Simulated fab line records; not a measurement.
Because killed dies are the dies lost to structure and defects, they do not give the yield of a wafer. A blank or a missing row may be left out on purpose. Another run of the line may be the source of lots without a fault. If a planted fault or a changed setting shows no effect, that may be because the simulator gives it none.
Which tool was responsible? + flow gf180mcu + 36 wafers from 12 lots sampled at 2 of the route's 602 steps

## WHAT THE GAUGES SHOWED, per wafer
GF_SAB_THK_MEAS_01. Usual: for SAB_CVD_00_THK the level is 50.1 nm and the standard deviation is 0.67.
| lot  | measured     | on            | SAB_CVD_00_THK (nm) | flag |
|------|--------------|---------------|---------------------|------|
| L328 | day 13 23:44 | film metro-01 | 50.2 49.9 51.2      |      |
| L329 | day 14 04:13 | film metro-04 | 50.2 51.5 51.6      |      |
| L333 | day 15 23:38 | film metro-02 | 48.4 49.7 50.3      |      |
| L336 | day 17 11:14 | film metro-02 | 48.6 48.7 50.2      |      |
| L338 | day 18 08:37 | film metro-01 | 50.3 51.0 50.2      |      |
| L340 | day 18 20:50 | film metro-01 | 50.5 50.6 51.1      |      |
| L341 | day 19 05:58 | film metro-04 | 49.9 50.0 50.2      |      |
| L342 | day 19 18:32 | film metro-01 | 50.1 49.3 49.4      |      |
| L343 | day 20 04:14 | film metro-02 | 49.0 49.8 49.8      |      |
| L347 | day 21 09:16 | film metro-02 | 49.4 50.7 50.0      |      |
| L350 | day 21 20:28 | film metro-02 | 49.7 49.5 50.2      |      |
| L351 | day 22 05:27 | film metro-04 | 49.6 50.5 50.6      |      |

GF_SAB_CD_MEAS_09: the cd target is 420 nm. Usual: 420.6 nm for cd nm, sd 1.8.
| lot  | measured     | on        | cd nm (nm)        | flag |
|------|--------------|-----------|-------------------|------|
| L328 | day 14 19:58 | cd sem-01 | 419.5 419.1 419.3 |      |
| L329 | day 14 23:48 | cd sem-01 | 421.7 418.4 417.1 |      |
| L333 | day 16 22:00 | cd sem-02 | 422.6 424.0 422.1 |      |
| L336 | day 18 10:28 | cd sem-01 | 421.3 423.3 421.5 |      |
| L338 | day 19 08:22 | cd sem-02 | 421.8 420.4 422.0 |      |
| L340 | day 19 20:50 | cd sem-02 | 417.9 418.2 417.9 |      |
| L341 | day 20 05:47 | cd sem-02 | 421.2 420.5 421.0 |      |
| L342 | day 20 17:26 | cd sem-02 | 420.1 420.6 421.4 |      |
| L343 | day 21 03:39 | cd sem-02 | 418.4 419.0 420.3 |      |
| L347 | day 22 09:17 | cd sem-02 | 419.0 417.5 418.2 |      |
| L350 | day 22 19:01 | cd sem-02 | 421.0 420.8 419.6 |      |
| L351 | day 23 03:51 | cd sem-02 | 419.4 420.5 420.3 |      |

## WHICH TOOL RAN EACH LOT (tool, then ch and the chambers of the sampled wafers, then the start)
The record shows no process step preceding these readings.

## AS READ BY THE TOOLS THEMSELVES (means over the sampled wafers that have a number; for cases with no such wafer, the mark the record gives instead)
The record holds no such reading with a usual standard deviation.

## THE ANSWER, worked out from the rows above alone
Rule: take the mean of a lot's wafers that have a number; if it is more than 3 standard deviations from the usual mean, the lot is off. Also off: a lot with no number at a reading for which 4 or more lots have one. All remaining lots with rows at the step are treated as sound. First the gauges in route order, then the tools' own readings, where a lot's mean is used as printed above. At the first step where some lot is off, the reading lying furthest off is the one used; lots without a number count as furthest.
Across all readings shown, no lot is off: no conclusion can be drawn from this.

## WHAT THE SIMULATOR HAD INSERTED
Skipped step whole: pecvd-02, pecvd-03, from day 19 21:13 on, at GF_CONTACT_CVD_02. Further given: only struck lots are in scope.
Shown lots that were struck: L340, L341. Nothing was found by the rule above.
